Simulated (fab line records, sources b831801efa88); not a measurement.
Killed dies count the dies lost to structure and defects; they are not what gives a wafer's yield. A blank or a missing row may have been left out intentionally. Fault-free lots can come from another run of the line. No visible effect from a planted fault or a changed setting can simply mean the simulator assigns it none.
A struck lot beside a sound one + flow sky130 + 18 out of 708 route steps
Sound: these wafers, L546.1, L546.2, L546.6. Struck: wafers L557.2, L557.4. (L557.6 of the same lot was not struck and is left out.) The cause comes at the end.
At each step with rows: each side's tool, then ch and its chambers, then its first start. Under that, the readings that differ: sound wafers + struck wafers + difference of the means + sigmas: that difference in standard deviations of wafers without a fault.
alike: a reading whose means differ by less than 2 such deviations, as well as words and numbers matching on both sides. not compared: withheld readings; readings where some wafer has no value; bounds like >300 that might hide an equal value; numbers whose values overlap and for which the record gives no deviation.
The two part at a step that has a row with sigmas, a row that says differs or no value, or rows on one side only. Numbers that don't overlap but have no deviation are shown without sigmas and don't part them. A reading missing from all wafers of one side parts the sides only when that side holds two or more wafers.

first, 3 steps without rows for these wafers: SKY_VIA2_EXPOSE_09 (exposes mask VIM2, target cd 200 nm); SKY_VIA2_PEB_10; SKY_VIA2_DEVELOP_11 (develop time 60 s).
SKY_VIA2_CD_MEAS_12: target cd 200 nm.
  sound: cd-sem-02 at day 39 14:15; struck: cd-sem-01 at day 42 21:38
  alike: cd-nm
SKY_VIA2_OVL_MEAS_13:
  sound: overlay-01 at day 39 14:22; struck: overlay-01 at day 42 21:44
  alike: VIA2_OVL
SKY_VIA2_ETCH_14: etches BARC in N2/H2, stops on SiO2, time 45.9 s, target depth 60 nm.
  sound on rie-diel-01 ch 0,1, day 39 14:25; struck on rie-diel-04 ch 0,3, day 42 21:46
  alike: drypump-motor-current-A, oes-product-au, rf-fwd-power-W, throttle-valve-pct
  not compared: rf-hours-counter-h
SKY_VIA2_ETCH_15: etches SiO2 in C4F8/O2/Ar, stops on TiN, target depth 546 nm, time 84 s.
  sound on rie-diel-01 ch 0,1, day 39 14:27; struck on rie-diel-04 ch 0,3, day 42 21:49
  alike: oes-product-au, rf-fwd-power-W
  not compared: rf-hours-counter-h
SKY_VIA2_STRIP_16: strips in O2/N2.
  sound on plasma-asher-02 ch 0,1, day 39 14:31; struck on plasma-asher-01 ch 0, day 42 21:52
  alike: drypump-motor-current-A, oes-product-au, strip-time-to-endpoint-s
  not compared: rf-hours-counter-h
then, 3 steps without rows for these wafers: SKY_VIA2_STRIP_17 (strips in post etch residue remover, time 1200 s); SKY_VIA2_CLEAN_18 (cleans in IPA, time 180 s); SKY_VIA2_CLEAN_19 (cleans in O3/DIW).
SKY_VIA2_SPUTTER_20: material TiN, target thk 20 nm, time 80 s.
  sound: pvd-sputter-02 at day 39 15:07; struck: pvd-sputter-04 at day 42 22:28
  alike: throttle-valve-pct
SKY_VIA2_CVD_21: deposits W, target thk 420 nm, time 126.4 s.
  sound on cvd-w-02 ch 0,1, day 39 15:10; struck on cvd-w-01 ch 0, day 42 22:32
| reading                            | sound             | struck      | difference | sigmas |
|------------------------------------|-------------------|-------------|------------|--------|
| heater-power-w (W)                 | 853 724 757       | 1044 1049   | +268       | +2     |
| model.W_of_VIA2_CVD_21.thk-nm (nm) | 426.9 426.6 427.6 | 624.1 622.3 | +196.2     |        |
SKY_VIA2_RS_MEAS_22: the measuring method here is four-point-probe.
  sound: film-metro-04 at day 39 15:18; struck: film-metro-04 at day 42 22:41
| reading            | sound             | struck      | difference | sigmas |
|--------------------|-------------------|-------------|------------|--------|
| VIA2_W_RS (ohm/sq) | 0.268 0.268 0.267 | 0.183 0.183 | -0.085     | -26    |
SKY_VIA2_THK_MEAS_23: measures by xrf.
  sound: film-metro-04 at day 39 15:25; struck: film-metro-04 at day 42 22:47
| reading         | sound       | struck | difference                    | sigmas |
|-----------------|-------------|--------|-------------------------------|--------|
| VIA2_W_THK (nm) | 418 419 418 | - -    | no value on the struck wafers |        |
SKY_VIA2_CMP_24: polishes, stops on SiO2, t overpolish 20 s, target thk 0 nm.
  sound on cmp-01 ch 1,2,3, day 39 15:29; struck on cmp-01 ch 1,3, day 42 22:53
| reading                | sound     | struck  | difference | sigmas |
|------------------------|-----------|---------|------------|--------|
| time-to-endpoint-s (s) | 100 99 99 | 139 144 | +42        | +7     |
  alike: motor-current-A
SKY_METAL3_SPUTTER_00: material Ti, target thk 15 nm, time 10 s.
  sound: pvd-sputter-01 at day 39 15:47; struck: pvd-sputter-03 at day 42 23:08
  alike: throttle-valve-pct
-- the record jumps here: 8 days lie between the struck wafers' starts before and after (it left off in module METAL3 and takes up again in module PAD_OPEN, whose first step shown is number 708 of the route) --
SKY_PAD_OPEN_PROBE_99:
  sound: prober-01 at day 48 09:21; struck: prober-01 at day 50 17:26
  alike: defect-limited-yield, killed_at_M0_to_M3, killed_at_M4_up, killed-at-contacts, killed-at-front-end, killed-at-other, killed-dies, killed-open, killed-short, sort_bin_3_pad_short, sort_bin_5_function, sort_bin_6_memory, sort-n-pass, sort-yield-pct

== WHERE THEY PART ==
Last at SKY_VIA2_CMP_24 as far as this record goes, first at SKY_VIA2_CVD_21. Later steps at which nothing parts them and some readings are alike: SKY_METAL3_SPUTTER_00, SKY_PAD_OPEN_PROBE_99.

WHY: what the simulator had put in
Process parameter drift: cvd-w-01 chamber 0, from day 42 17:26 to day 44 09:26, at SKY_VIA2_CVD_21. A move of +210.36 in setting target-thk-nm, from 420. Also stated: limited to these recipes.
